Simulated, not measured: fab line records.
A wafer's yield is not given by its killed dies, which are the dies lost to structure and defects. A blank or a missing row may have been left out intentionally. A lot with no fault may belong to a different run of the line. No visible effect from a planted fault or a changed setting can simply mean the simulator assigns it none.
Code-filled problem report in 8D (eight disciplines) form    flow sfq-line    the parts of the form that need people (team, actions taken, sign-off) are left out

## 1. PROBLEM STATEMENT
M7_NB_RS at SFQ_M7_RS_MEAS_943 reads a mean of 0.641 ohm/sq on 5 wafers of 3 lots; wafers without a fault read 0.886 ohm/sq with a standard deviation of 0.0073. That is -34 standard deviations from the usual mean.
The step: measures by four-point-probe.
First observed at day 73 01:07: wafer L303.1, on film-metro-01. The record has a number at this step for 44 wafers belonging to 15 lots. Rule for "out", or "out of limits": more than 4 standard deviations from the usual mean. Any other wafer with a number is counted as sound.

## 2. WHAT IT IS AND WHAT IT IS NOT
question                     is                                      is not
which readings at this step  M7_NB_RS                                -
which lots                   L303, L304, L305                        L295, L296, L297, L301, L310, L311, L313, L314, L315, L316, L317, L318
which wafers of those lots   L303.1, L303.5, L304.5, L305.1, L305.5  L304.4, L304.6, L305.3
read on which gauges         film-metro-01, film-metro-02            film-metro-04
when                         from day 73 01:07                       up to then (12 sound wafers); but 27 sound wafers of L304, L305, L310, L311, L313, L314, L315, L316, L317, L318 came after

## 3. THE SUSPECTS, EACH WITH WHAT RULES IT OUT
Counting: any tool at a process step up to the reading remains a suspect provided it ran every lot that is out. Sound lots after the first of them don't rule it out here, since some wafers of a struck lot are sound.
- the gauge at SFQ_M7_RS_MEAS_943: ruled out. The wafers that are out were read on 2 gauges (film-metro-01, film-metro-02).
- pvd-sputter-05 at SFQ_TRILAYER_M7_DEP_SPUTTER_175 (material Nb, target thk 200 nm, time 133.3 s): kept. Ran every lot that is out, first one L303 (day 73 01:02); last sound lot up to then L295 (day 68 08:13).
After counting, what remains is pvd-sputter-05 at SFQ_TRILAYER_M7_DEP_SPUTTER_175.

## 4. THE CAUSE (what the simulator had put in)
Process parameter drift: pvd-sputter-05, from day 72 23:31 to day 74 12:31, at SFQ_TRILAYER_M7_DEP_SPUTTER_175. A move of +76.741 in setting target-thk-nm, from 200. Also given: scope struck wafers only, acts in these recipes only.
This tool alone remained once counting was done.

## 5. THE EFFECT CHAIN, in route order
Each row: a reading where the mean over the struck wafers with a number is more than 3 standard deviations away from the usual. Only readings whose record carries a usual standard deviation are examined. hours: median over the lots of the time between each lot's start at the first step of this table that gives one and its start at this step. sigmas: the change, counted in usual standard deviations.
hours  step                                 reading         usual         on struck wafers  change  sigmas
0      SFQ_M7_RS_MEAS_943                   M7_NB_RS        0.886 ohm/sq  0.641             -0.245  -34
5      SFQ_TRILAYER_M7_ETCH_METAL_ETCH_180  oes-product-au  0.896 a.u.    0.989             +0.093  +15
Process steps it contains:
- SFQ_TRILAYER_M7_ETCH_METAL_ETCH_180: etches Nb in Cl2/Ar, stops on SiO2, target depth 240 nm, time 120 s.

## 6. HOW IT WOULD HAVE BEEN CAUGHT EARLIER
In this record the first reading out of limits at a measuring or inspecting step was taken at day 73 01:07, 2 hours after the fault began at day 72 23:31.
Of the tool readings at SFQ_TRILAYER_M7_DEP_SPUTTER_175 for which the record gives a usual standard deviation, none was out on any struck wafer, so an alarm limit of 4 standard deviations on them would not have fired.
Among the 3 lots that are out, L304, L305 began SFQ_TRILAYER_M7_DEP_SPUTTER_175 on pvd-sputter-05 after day 73 01:07. A hold on the tool at that time would have spared those 2.
